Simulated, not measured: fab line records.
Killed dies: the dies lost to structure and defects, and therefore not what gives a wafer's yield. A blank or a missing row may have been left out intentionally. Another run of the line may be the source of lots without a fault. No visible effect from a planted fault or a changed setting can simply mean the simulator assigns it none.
What tool caused it? + flow sky130 + Sampling: 11 lots, 33 wafers, 5 of 708 route steps

== WHAT THE GAUGES READ, wafer by wafer ==
SKY_VIA4_THK_MEAS_01.
| lot  | measured     | on            | VIA4_HDPCVD_THK (nm) |
|------|--------------|---------------|----------------------|
| L701 | day 42 06:25 | film-metro-02 | 1805 1768 1819       |
| L702 | day 43 04:55 | film-metro-01 | 1735 1743 1768       |
| L703 | day 43 05:41 | film-metro-01 | 1757 1776 1714       |
| L705 | day 43 07:40 | film-metro-01 | 1821 1808 1777       |
| L710 | day 45 08:35 | film-metro-01 | 1767 1733 1769       |
| L708 | day 45 11:08 | film-metro-01 | 1783 1773 1770       |
| L707 | day 45 16:41 | film-metro-01 | 1771 1772 1772       |
| L711 | day 45 17:28 | film-metro-01 | 1791 1750 1784       |
| L715 | day 45 23:10 | film-metro-02 | 3417 1760 3411       |
| L721 | day 47 04:15 | film-metro-03 | 1746 1802 1783       |
| L723 | day 47 19:43 | film-metro-02 | 1719 1768 1741       |

SKY_VIA4_BOW_MEAS_03.
| lot  | measured     | on            | VIA4_BOW (um) |
|------|--------------|---------------|---------------|
| L701 | day 42 06:47 | film-metro-01 | 79 74 83      |
| L702 | day 43 05:16 | film-metro-03 | 68 83 83      |
| L703 | day 43 06:02 | film-metro-01 | 55 59 61      |
| L705 | day 43 08:02 | film-metro-01 | 83 77 77      |
| L710 | day 45 08:57 | film-metro-01 | 75 69 80      |
| L708 | day 45 11:31 | film-metro-01 | 68 71 86      |
| L707 | day 45 17:03 | film-metro-02 | 78 57 76      |
| L711 | day 45 17:58 | film-metro-01 | 81 94 72      |
| L715 | day 45 23:31 | film-metro-02 | 79 82 75      |
| L721 | day 47 04:37 | film-metro-03 | 82 80 78      |
| L723 | day 47 20:08 | film-metro-03 | 85 81 82      |

== TOOL THAT RAN EACH LOT (tool first, then ch and the chambers of the sampled wafers, then the start) ==
| lot  | SKY_METAL4_SPUTTER_04        | SKY_CAP2M_SPUTTER_02         | SKY_VIA4_HDPCVD_00               |
|------|------------------------------|------------------------------|----------------------------------|
| L701 | pvd-sputter-02, day 40 04:58 | pvd-sputter-04, day 40 05:06 | hdpcvd-02 ch 0,2, day 42 06:14   |
| L702 | pvd-sputter-03, day 41 03:02 | pvd-sputter-04, day 41 03:10 | hdpcvd-02 ch 0,2, day 43 04:44   |
| L703 | pvd-sputter-02, day 41 03:42 | pvd-sputter-04, day 41 03:50 | hdpcvd-01 ch 0,1,2, day 43 05:31 |
| L705 | pvd-sputter-02, day 41 06:20 | pvd-sputter-04, day 41 06:28 | hdpcvd-01 ch 0,1, day 43 07:28   |
| L710 | pvd-sputter-04, day 43 10:56 | pvd-sputter-01, day 43 11:05 | hdpcvd-02 ch 0,1,2, day 45 08:23 |
| L708 | pvd-sputter-03, day 43 13:40 | pvd-sputter-02, day 43 13:48 | hdpcvd-02 ch 0,1, day 45 10:57   |
| L707 | pvd-sputter-02, day 43 18:28 | pvd-sputter-04, day 43 18:35 | hdpcvd-02 ch 0,1, day 45 16:29   |
| L711 | pvd-sputter-02, day 43 19:42 | pvd-sputter-01, day 43 19:50 | hdpcvd-01 ch 1,2, day 45 17:16   |
| L715 | pvd-sputter-03, day 44 01:35 | pvd-sputter-02, day 44 01:43 | hdpcvd-01 ch 0,1,2, day 45 22:59 |
| L721 | pvd-sputter-02, day 45 08:31 | pvd-sputter-01, day 45 08:40 | hdpcvd-02 ch 0,1,2, day 47 04:04 |
| L723 | pvd-sputter-03, day 45 23:53 | pvd-sputter-02, day 46 00:01 | hdpcvd-02 ch 1,2, day 47 19:27   |
- SKY_METAL4_SPUTTER_04: material TiN, target thk 70 nm, time 58.3 s.
- SKY_CAP2M_SPUTTER_02: material TiN, target thk 200 nm, time 166.7 s.
- SKY_VIA4_HDPCVD_00: deposits SiO2, target thk 1750 nm, time 291.7 s.

== WHAT THE TOOLS THEMSELVES READ (means of the sampled wafers that have a number; where no wafer has one, the mark that the record gives instead) ==
SKY_METAL4_SPUTTER_04.
| lot  | tool           | chamber-pressure-pa (Pa) | throttle-valve-pct (%) |
|------|----------------|--------------------------|------------------------|
| L701 | pvd-sputter-02 | 0.4003                   | 29.5                   |
| L702 | pvd-sputter-03 | 0.3991                   | 30.8                   |
| L703 | pvd-sputter-02 | 0.4006                   | 29.7                   |
| L705 | pvd-sputter-02 | 0.4000                   | 29.6                   |
| L710 | pvd-sputter-04 | 0.4004                   | 29.8                   |
| L708 | pvd-sputter-03 | 0.4004                   | 30.6                   |
| L707 | pvd-sputter-02 | 0.4008                   | 29.9                   |
| L711 | pvd-sputter-02 | 0.3999                   | 29.4                   |
| L715 | pvd-sputter-03 | 0.4004                   | 30.9                   |
| L721 | pvd-sputter-02 | 0.3995                   | 29.7                   |
| L723 | pvd-sputter-03 | 0.4000                   | 30.6                   |

SKY_CAP2M_SPUTTER_02.
| lot  | tool           | chamber-pressure-pa (Pa) | substrate-temp-c (C) | throttle-valve-pct (%) |
|------|----------------|--------------------------|----------------------|------------------------|
| L701 | pvd-sputter-04 | 0.4000                   | 299.99               | 29.1                   |
| L702 | pvd-sputter-04 | 0.3997                   | 300.26               | 30.5                   |
| L703 | pvd-sputter-04 | 0.4000                   | 300.08               | 29.6                   |
| L705 | pvd-sputter-04 | 0.3995                   | 300.04               | 29.2                   |
| L710 | pvd-sputter-01 | 0.4003                   | 299.78               | 28.6                   |
| L708 | pvd-sputter-02 | 0.3998                   | 299.92               | 29.1                   |
| L707 | pvd-sputter-04 | 0.3996                   | 299.88               | 30.0                   |
| L711 | pvd-sputter-01 | 0.3999                   | 300.15               | 28.6                   |
| L715 | pvd-sputter-02 | 0.4009                   | 300.12               | 29.5                   |
| L721 | pvd-sputter-01 | 0.4001                   | 300.00               | 29.1                   |
| L723 | pvd-sputter-02 | 0.3996                   | 300.09               | 29.1                   |

== THE ANSWER, worked out from the rows above alone ==
Rule: usual is defined by the lots themselves. Put in order of their means at a reading, lots are off if they are a third of the lots or fewer, leave a main group of 4 or more, and stand apart from it by a gap of 3 or more times the standard deviation of the main group's means; of several such gaps the widest counts. The tables above print the reading to a certain number of digits; a main group whose means all agree to those digits is not used. Also off: a lot with no number at a reading for which 4 or more lots have one. Where the step has rows for the other lots, those lots are counted as sound. First the gauges in route order, then the tools' own readings, where a lot's mean is used as printed above. At the first step where some lot is off, the reading lying furthest off is the one used; lots without a number count as furthest.
Off: at SKY_VIA4_THK_MEAS_01 (VIA4_HDPCVD_THK), L715. The main group: mean 1770 nm, standard deviation 19.
If a tool, at a process step before that reading, ran all the lots that are off and no sound lot after the first of them, it fits. The gauges at SKY_VIA4_THK_MEAS_01 are tried like those tools. One fits: SKY_VIA4_HDPCVD_00 on hdpcvd-01. Its last sound lot is L711 (day 45 17:16), its first lot that is off L715 (day 45 22:59): a fault that began between those two fits.

== WHAT THE SIMULATOR HAD INSERTED ==
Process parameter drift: hdpcvd-01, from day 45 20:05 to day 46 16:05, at SKY_VIA4_HDPCVD_00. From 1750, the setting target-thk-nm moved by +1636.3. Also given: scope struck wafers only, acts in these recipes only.
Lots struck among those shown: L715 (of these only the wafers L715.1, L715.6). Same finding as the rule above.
